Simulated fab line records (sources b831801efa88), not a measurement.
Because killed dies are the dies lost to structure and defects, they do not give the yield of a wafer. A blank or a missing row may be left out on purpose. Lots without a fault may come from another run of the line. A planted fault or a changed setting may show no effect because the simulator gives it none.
fab line records	flow sky130
record lots=13	wafers=39	last-day=50
route steps=708 shown POLY_GATE@204 CAP2M@604 VIA4@651 PAD_OPEN@708
lots with no fault: from the same line, run without faults
start-h: hours from the record's opening day to when the first of the lot's shown wafers began	wait-h: time in hours since the lot's previous step	" as in the row above	L1.1+2: several wafers, shown together as one row	- value missing, or start not given	* or withheld: withheld	< > ~ a bound
route shown NAME@n: names a module that has steps shown in the file, with the first one's number in the route	usual: mean and standard deviation over wafers with no fault	same: alike in all rows	chamber/n: place in a boat	sites: readings site by site	_std_site: their standard deviation	_edge_site: the outer-site mean with the inner-site mean subtracted	radius-mm: how far each site lies from the wafer's centre	mask NAME#n: copy n	behind: tool/chamber where the wafer was last shaped	hold: why the lot was held/for how many hours/how that ended	device: which transistor (n, p or np) failed to switch	end of line: the route-end tests of the same wafers	step lacking rows: just its recipe	killed: count of dies lost to structure and defects at first sort (not the wafer's yield)	map: a wafer's dies, x killed, . not, _ none there
set.NAME: the run value of the setting; set.NAME@STEP: its run value at that earlier step	model.NAME: the simulator's own value behind a step, which no gauge read
route steps across a sampled set of lots; one table per step, one row per wafer
services: a tool's chamber out of use, with start hour (start-h, from the record's first day; less than 0 if before it), hours out, and reason
## steps
# step SKY_POLY_GATE_CVD_00
# recipe material=poly-Si	target-thk-nm=180	temp-c=620	time-s=720	pressure-mtorr=200
# usual pressure-mtorr=200.1/0.4	spike-tc-upper-C=620.0/1.2	zone-power-bottom-pct=12.27/0.23
# same time-s=720
lot.wafer	tool	chamber	start-h	wait-h	pressure-mtorr	spike-tc-upper-C	zone-power-bottom-pct
L344.1	lpcvd-01	1	311.96	0.0	200.3	620.2	12.39
L344.2	"	1	"	"	200.0	621.7	12.54
L344.5	"	1	"	"	200.2	620.1	12.23
L346.2	lpcvd-01	0	329.34	0.0	200.4	618.7	11.81
L346.4	"	0	"	"	200.4	619.9	12.22
L346.5	"	0	"	"	200.2	620.3	12.01
L349.2	lpcvd-01	1	352.66	0.0	200.8	621.7	12.49
L349.4	"	1	"	"	200.4	619.3	12.38
L349.5	"	1	"	"	200.2	620.0	12.49
L348.2	lpcvd-01	1	358.37	0.0	199.6	621.6	12.42
L348.3	"	1	"	"	199.5	618.9	12.42
L348.5	"	1	"	"	200.3	620.5	12.37
L350.3	lpcvd-01	1	364.56	0.0	200.0	619.9	12.46
L350.4	"	1	"	"	199.9	620.6	12.75
L350.5	"	1	"	"	200.1	621.0	12.51
L352.2	lpcvd-01	1	384.69	0.0	200.4	620.9	12.19
L352.3	"	1	"	"	200.4	622.6	12.34
L352.5	"	1	"	"	200.3	619.8	12.57
L353.1	lpcvd-01	0	400.77	0.0	199.3	619.5	12.04
L353.5	"	0	"	"	200.0	620.2	12.13
L353.6	"	0	"	"	200.7	619.4	12.13
L354.1	lpcvd-01	0	406.49	0.0	200.5	618.1	11.81
L354.3	"	0	"	"	200.3	619.2	12.00
L354.5	"	0	"	"	200.9	619.7	12.17
L355.1	lpcvd-01	0	414.53	0.0	199.1	619.4	12.12
L355.4	"	0	"	"	200.3	618.4	11.93
L355.6	"	0	"	"	199.9	620.0	11.88
L356.1	lpcvd-01	0	419.65	0.0	200.8	621.4	12.03
L356.3	"	0	"	"	199.8	618.0	12.12
L356.5	"	0	"	"	200.6	620.0	11.97
L365.1	lpcvd-01	1	496.23	0.0	200.2	621.4	12.53
L365.3	"	1	"	"	200.0	621.2	12.33
L365.5	"	1	"	"	200.2	621.1	12.32
L366.1	lpcvd-01	0	497.76	0.0	200.1	618.3	12.08
L366.5	"	0	"	"	199.7	617.9	12.02
L366.6	"	0	"	"	199.6	620.1	11.93
L367.2	lpcvd-01	0	499.29	0.0	200.7	619.3	12.18
L367.3	"	0	"	"	200.2	619.4	11.98
L367.4	"	0	"	"	200.5	619.5	11.90
# step SKY_CAP2M_THK_MEAS_01
# recipe reads=SiO2_of_CAP2M_CVD_00
# usual CAP2M_CVD_00_THK=15.40/0.24
lot.wafer	tool	chamber	start-h	wait-h	CAP2M_CVD_00_THK[nm]
L344.1	film-metro-02	-	940.70	-	15.22
L344.2	"	-	"	"	15.44
L344.5	"	-	"	"	15.45
L346.2	film-metro-02	-	957.26	-	15.25
L346.4	"	-	"	"	15.36
L346.5	"	-	"	"	15.46
L349.2	film-metro-03	-	973.03	-	15.38
L349.4	"	-	"	"	15.62
L349.5	"	-	"	"	15.27
L348.2	film-metro-03	-	978.69	-	14.99
L348.3	"	-	"	"	15.05
L348.5	"	-	"	"	15.38
L350.3	film-metro-04	-	984.74	-	15.42
L350.4	"	-	"	"	15.50
L350.5	"	-	"	"	15.84
L352.2	film-metro-02	-	999.96	-	15.14
L352.3	"	-	"	"	15.67
L352.5	"	-	"	"	15.33
L353.1	film-metro-04	-	1014.63	-	14.95
L353.5	"	-	"	"	15.30
L353.6	"	-	"	"	15.32
L354.1	film-metro-02	-	1019.28	-	15.38
L354.3	"	-	"	"	15.78
L354.5	"	-	"	"	15.49
L355.1	film-metro-04	-	1024.50	-	15.16
L355.4	"	-	"	"	15.58
L355.6	"	-	"	"	15.47
L356.1	film-metro-04	-	1025.34	-	15.26
L356.3	"	-	"	"	15.53
L356.5	"	-	"	"	15.73
L365.1	film-metro-02	-	1081.94	-	15.59
L365.3	"	-	"	"	15.40
L365.5	"	-	"	"	15.50
L366.1	film-metro-02	-	1087.52	-	15.55
L366.5	"	-	"	"	15.60
L366.6	"	-	"	"	15.87
L367.2	film-metro-02	-	1087.83	-	15.48
L367.3	"	-	"	"	15.77
L367.4	"	-	"	"	15.97
# step SKY_VIA4_ETCH_12
# recipe target=SiO2	chemistry=C4F8/O2/Ar	stop-on=TiN	mask-material=NOVOLAK	source-w=1500	bias-w=1200	pressure-mtorr=40	c4f8-flow-sccm=withheld	O2_flow_sccm=6	Ar_flow_sccm=300	time-s=withheld	target-depth-a=5800
# usual bias-w=1200/3.5	oes-product-au=0.925/0.0046
lot.wafer	tool	chamber	start-h	wait-h	bias-w	oes-product-au
L344.1	rie-diel-03	1	1014.49	0.0	1200	0.918
L344.2	"	3	"	"	1197	0.921
L344.5	"	2	"	"	1192	0.929
L346.2	rie-diel-03	3	1032.06	0.0	1198	0.928
L346.4	"	0	"	"	1202	0.914
L346.5	"	1	"	"	1196	0.923
L349.2	rie-diel-03	0	1044.82	0.0	1196	0.931
L349.4	"	2	"	"	1204	0.922
L349.5	"	2	"	"	1203	0.931
L348.2	rie-diel-01	0	1052.47	0.0	1198	0.933
L348.3	"	1	"	"	1194	0.923
L348.5	"	3	"	"	1202	0.928
L350.3	rie-diel-04	2	1055.17	0.0	1202	0.930
L350.4	"	1	"	"	1202	0.928
L350.5	"	1	"	"	1199	0.920
L352.2	rie-diel-03	2	1070.64	0.0	1195	0.920
L352.3	"	0	"	"	1199	0.924
L352.5	"	2	"	"	1205	0.924
L353.1	rie-diel-01	3	1084.29	0.0	1202	0.925
L353.5	"	2	"	"	1202	0.926
L353.6	"	1	"	"	1201	0.931
L354.1	rie-diel-03	2	1087.57	0.0	1197	0.926
L354.3	"	1	"	"	1197	0.932
L354.5	"	0	"	"	1197	0.928
L355.1	rie-diel-04	3	1091.57	0.0	1196	0.929
L355.4	"	0	"	"	1205	0.920
L355.6	"	1	"	"	1207	0.928
L356.1	rie-diel-03	0	1091.74	0.0	1199	0.926
L356.3	"	3	"	"	1198	0.927
L356.5	"	0	"	"	1200	0.930
L365.1	rie-diel-03	0	1144.87	0.0	1201	0.927
L365.3	"	3	"	"	1199	0.916
L365.5	"	0	"	"	1201	0.917
L366.1	rie-diel-01	2	1151.49	0.0	1201	0.926
L366.5	"	1	"	"	1200	0.928
L366.6	"	0	"	"	1198	0.932
L367.2	rie-diel-03	2	1151.77	0.0	1200	0.918
L367.3	"	3	"	"	1204	0.929
L367.4	"	1	"	"	1201	0.928
# step SKY_VIA4_RS_MEAS_19
# recipe thk-meas-gauge=four-point-probe	reads=W_of_VIA4_CVD_18+TiN_of_VIA4_SPUTTER_17
# usual VIA4_W_RS=0.225/0.004
lot.wafer	tool	chamber	start-h	wait-h	VIA4_W_RS[ohm/sq]
L344.1	film-metro-03	-	1015.46	0.1	0.228
L344.2	"	-	"	"	0.218
L344.5	"	-	"	"	0.219
L346.2	film-metro-03	-	1033.00	0.2	0.230
L346.4	"	-	"	"	0.230
L346.5	"	-	"	"	0.229
L349.2	film-metro-03	-	1045.76	0.1	0.229
L349.4	"	-	"	"	0.231
L349.5	"	-	"	"	0.230
L348.2	film-metro-03	-	1053.37	0.1	0.228
L348.3	"	-	"	"	0.225
L348.5	"	-	"	"	0.225
L350.3	film-metro-01	-	1056.17	0.1	0.217
L350.4	"	-	"	"	0.229
L350.5	"	-	"	"	0.226
L352.2	film-metro-03	-	1071.57	0.1	0.223
L352.3	"	-	"	"	0.221
L352.5	"	-	"	"	0.223
L353.1	film-metro-02	-	1085.20	0.1	0.225
L353.5	"	-	"	"	0.227
L353.6	"	-	"	"	0.226
L354.1	film-metro-03	-	1088.44	0.1	0.227
L354.3	"	-	"	"	0.226
L354.5	"	-	"	"	0.228
L355.1	film-metro-01	-	1092.45	0.1	0.230
L355.4	"	-	"	"	0.220
L355.6	"	-	"	"	0.229
L356.1	film-metro-02	-	1092.62	0.1	0.226
L356.3	"	-	"	"	0.230
L356.5	"	-	"	"	0.228
L365.1	film-metro-01	-	1145.81	0.1	0.225
L365.3	"	-	"	"	0.228
L365.5	"	-	"	"	0.224
L366.1	film-metro-02	-	1152.38	0.1	0.228
L366.5	"	-	"	"	0.229
L366.6	"	-	"	"	0.228
L367.2	film-metro-01	-	1152.72	0.1	0.220
L367.3	"	-	"	"	0.217
L367.4	"	-	"	"	0.227
# step SKY_PAD_OPEN_PROBE_99
# usual killed_at_M0_to_M3=43/7.5	killed_at_M4_up=3.2/1.9	killed-at-contacts=24/4.9	killed-at-front-end=15/4.3	killed-at-other=0.4/0.72	killed-dies=86/9.1	killed-on-rim=17/3.8	killed-open=47/6.5	killed-short=39/6.5
# same gross-dies=492	killed-at-back-side=0
lot.wafer	tool	chamber	start-h	wait-h	killed_at_M0_to_M3	killed_at_M4_up	killed-at-contacts	killed-at-front-end	killed-at-other	killed-dies	killed-on-rim	killed-open	killed-short
L349.2	prober-02	-	1113.90	0.1	43	3	18	10	0	74	13	44	30
L349.4	prober-02	-	1114.00	0.2	44	5	33	19	3	104	23	62	41
L349.5	prober-02	-	1114.05	0.2	50	2	30	10	0	92	17	47	45
L350.3	prober-02	-	1123.52	0.2	36	0	27	17	3	83	18	49	34
L350.4	prober-02	-	1123.57	0.2	49	3	23	13	0	88	16	44	44
L350.5	prober-02	-	1123.62	0.2	38	6	31	15	0	90	16	47	43
L352.2	prober-02	-	1136.43	0.1	28	2	24	18	0	72	11	32	40
L352.3	prober-02	-	1136.48	0.2	36	3	36	10	0	85	24	45	40
L352.5	prober-02	-	1136.58	0.2	37	2	25	12	0	76	17	40	36
L355.1	prober-01	-	1155.56	0.1	41	3	28	54	0	126	36	50	33
L355.4	prober-01	-	1155.71	0.2	43	2	16	62	0	123	26	41	30
L355.6	prober-01	-	1155.81	0.2	43	6	8	57	1	115	23	42	29
L356.1	prober-02	-	1156.16	0.1	41	4	25	58	0	128	30	49	34
L356.3	prober-02	-	1156.26	0.2	41	5	24	66	0	136	31	45	46
L356.5	prober-02	-	1156.36	0.2	49	1	29	65	1	145	32	50	48
# killed by level:class
L349.2 VIA1:geometric-particle:open=12 CONTACT:geometric-particle:open=7 VIA2:geometric-particle:open=7 LOCAL_INTERCONNECT:geometric-particle:short=5 METAL1:geometric-particle:short=5 POLY_GATE:geometric-particle:open=4 VIA1:geometric-particle:short=4 METAL2:geometric-particle:short=4
L349.4 CONTACT:geometric-particle:open=19 VIA3:geometric-particle:open=11 VIA1:geometric-particle:open=10 FIELD_ISO:geometric-particle:short=7 VIA2:geometric-particle:open=6 LI_CONTACT:geometric-particle:open=5 CONTACT:geometric-particle:short=5 METAL1:geometric-particle:short=5
L349.5 VIA1:geometric-particle:open=12 CONTACT:geometric-particle:open=10 VIA2:geometric-particle:open=8 LI_CONTACT:geometric-particle:open=7 CONTACT:geometric-particle:short=7 METAL2:geometric-particle:short=6 VIA2:geometric-particle:short=5 VIA3:geometric-particle:open=5
L350.3 VIA3:geometric-particle:open=10 CONTACT:geometric-particle:open=10 VIA1:geometric-particle:open=7 VIA1:geometric-particle:short=7 LI_CONTACT:geometric-particle:open=6 FIELD_ISO:geometric-particle:short=5 METAL2:geometric-particle:short=5 LOCAL_INTERCONNECT:geometric-particle:open=4
L350.4 VIA3:geometric-particle:open=11 CONTACT:geometric-particle:short=7 VIA2:geometric-particle:open=6 METAL2:geometric-particle:short=5 VIA1:geometric-particle:short=5 LI_CONTACT:geometric-particle:open=5 CONTACT:geometric-particle:open=5 METAL1:geometric-particle:short=5
L350.5 CONTACT:geometric-particle:open=12 VIA1:geometric-particle:open=11 VIA2:geometric-particle:open=7 LI_CONTACT:geometric-particle:short=6 FIELD_ISO:geometric-particle:short=5 POLY_GATE:geometric-particle:short=5 LI_CONTACT:geometric-particle:open=5 CONTACT:geometric-particle:short=5
L352.2 METAL2:geometric-particle:short=7 LI_CONTACT:geometric-particle:open=7 VIA1:geometric-particle:open=7 FIELD_ISO:geometric-particle:open=6 CONTACT:geometric-particle:open=6 FIELD_ISO:geometric-particle:short=5 CONTACT:geometric-particle:short=5 POLY_GATE:geometric-particle:short=4
L352.3 CONTACT:geometric-particle:open=15 VIA1:geometric-particle:open=8 VIA1:geometric-particle:short=7 LI_CONTACT:geometric-particle:open=6 LOCAL_INTERCONNECT:geometric-particle:short=6 LI_CONTACT:geometric-particle:short=4 CONTACT:geometric-particle:short=4 METAL1:geometric-particle:short=4
L352.5 CONTACT:geometric-particle:open=15 VIA1:geometric-particle:open=9 METAL1:geometric-particle:short=7 METAL2:geometric-particle:short=7 LI_CONTACT:geometric-particle:open=4 VIA2:geometric-particle:open=4 VIA1:geometric-particle:short=4 FIELD_ISO:geometric-particle:open=3
L355.1 POLY_GATE:unspecified=42 CONTACT:geometric-particle:open=13 VIA3:geometric-particle:open=8 VIA1:geometric-particle:open=7 LI_CONTACT:geometric-particle:open=7 METAL2:geometric-particle:short=6 VIA3:geometric-particle:short=5 METAL1:geometric-particle:short=5
L355.4 POLY_GATE:unspecified=51 VIA1:geometric-particle:open=10 VIA2:geometric-particle:open=8 LI_CONTACT:geometric-particle:open=5 FIELD_ISO:geometric-particle:short=4 VIA3:geometric-particle:open=4 METAL1:geometric-particle:short=4 VIA2:geometric-particle:short=4
L355.6 POLY_GATE:unspecified=44 VIA1:geometric-particle:open=14 VIA3:geometric-particle:open=5 CONTACT:geometric-particle:open=5 VIA2:geometric-particle:short=5 VIA2:geometric-particle:open=5 VIA3:geometric-particle:short=5 FIELD_ISO:geometric-particle:open=4
L356.1 POLY_GATE:unspecified=45 CONTACT:geometric-particle:open=11 VIA2:geometric-particle:open=7 VIA1:geometric-particle:open=7 VIA3:geometric-particle:open=6 METAL1:geometric-particle:short=5 LI_CONTACT:geometric-particle:open=4 SPACER:geometric-particle:open=4
L356.3 POLY_GATE:unspecified=45 VIA3:geometric-particle:open=8 CONTACT:geometric-particle:open=7 FIELD_ISO:geometric-particle:short=6 METAL1:geometric-particle:short=6 VIA1:geometric-particle:open=6 LI_CONTACT:geometric-particle:open=5 CONTACT:geometric-particle:short=5
L356.5 POLY_GATE:unspecified=47 CONTACT:geometric-particle:open=14 VIA1:geometric-particle:open=10 VIA3:geometric-particle:open=10 METAL1:geometric-particle:short=6 VIA1:geometric-particle:short=6 FIELD_ISO:geometric-particle:short=5 FIELD_ISO:geometric-particle:open=5
## services
tool	chamber	start-h	hours	kind
rie-diel-01	0	315.68	21.4	repair
rie-diel-03	1	361.95	11.5	repair
rie-diel-01	2	383.39	4.2	repair
rie-diel-01	1	397.16	2.6	repair
rie-diel-01	3	399.01	16.0	repair
rie-diel-03	1	441.51	3.4	repair
rie-diel-01	3	511.60	4.0	repair
rie-diel-03	-	542.35	1.7	repair
rie-diel-01	1	578.45	32.9	repair
rie-diel-03	0	583.52	9.7	repair
rie-diel-03	-	663.12	0.9	repair
rie-diel-03	1	701.98	4.4	repair
lpcvd-01	-	711.32	2.8	pm
rie-diel-03	-	788.36	0.8	repair
rie-diel-03	-	823.17	0.4	repair
rie-diel-03	-	839.87	14.6	pm
rie-diel-03	2	859.31	33.5	repair
rie-diel-03	0	881.14	4.0	repair
rie-diel-03	3	881.38	5.7	repair
rie-diel-03	3	944.61	9.0	repair
rie-diel-03	3	1076.90	4.9	repair
rie-diel-03	2	1078.30	7.4	repair
rie-diel-03	3	1094.45	3.5	repair
lpcvd-01	-	1139.91	14.6	pm
## key
first-sign step=SKY_PAD_OPEN_PROBE_99	reading=killed-at-front-end	direction=up	sigmas=10	usual=15	struck=60
effect step=SKY_PAD_OPEN_PROBE_99	reading=killed-dies	direction=up	sigmas=4.6	usual=86	struck=129
met-at SKY_POLY_GATE_CVD_00
struck-lots L355,L356
struck-wafers L355.1,L355.4,L355.6,L356.1,L356.3,L356.5
tester-left-out L355,L356
not-acting-at SKY_CAP2M_THK_MEAS_01,SKY_VIA4_ETCH_12,SKY_VIA4_RS_MEAS_19
onset-between 406.49 414.53
fault kind=chamber-particle-source	tool=lpcvd-01	chamber=0	onset-h=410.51	steps=SKY_POLY_GATE_CVD_00	rate-per-visit-cm2=1.2049	end-h=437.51
# tester-left-out: of these lots the tester's yield and bins aren't shown, on N5 and GAA mostly nor the transistor test; their killed dies are dies lost to structure and defects alone, not to doping, threshold or leakage, so they don't give the yield
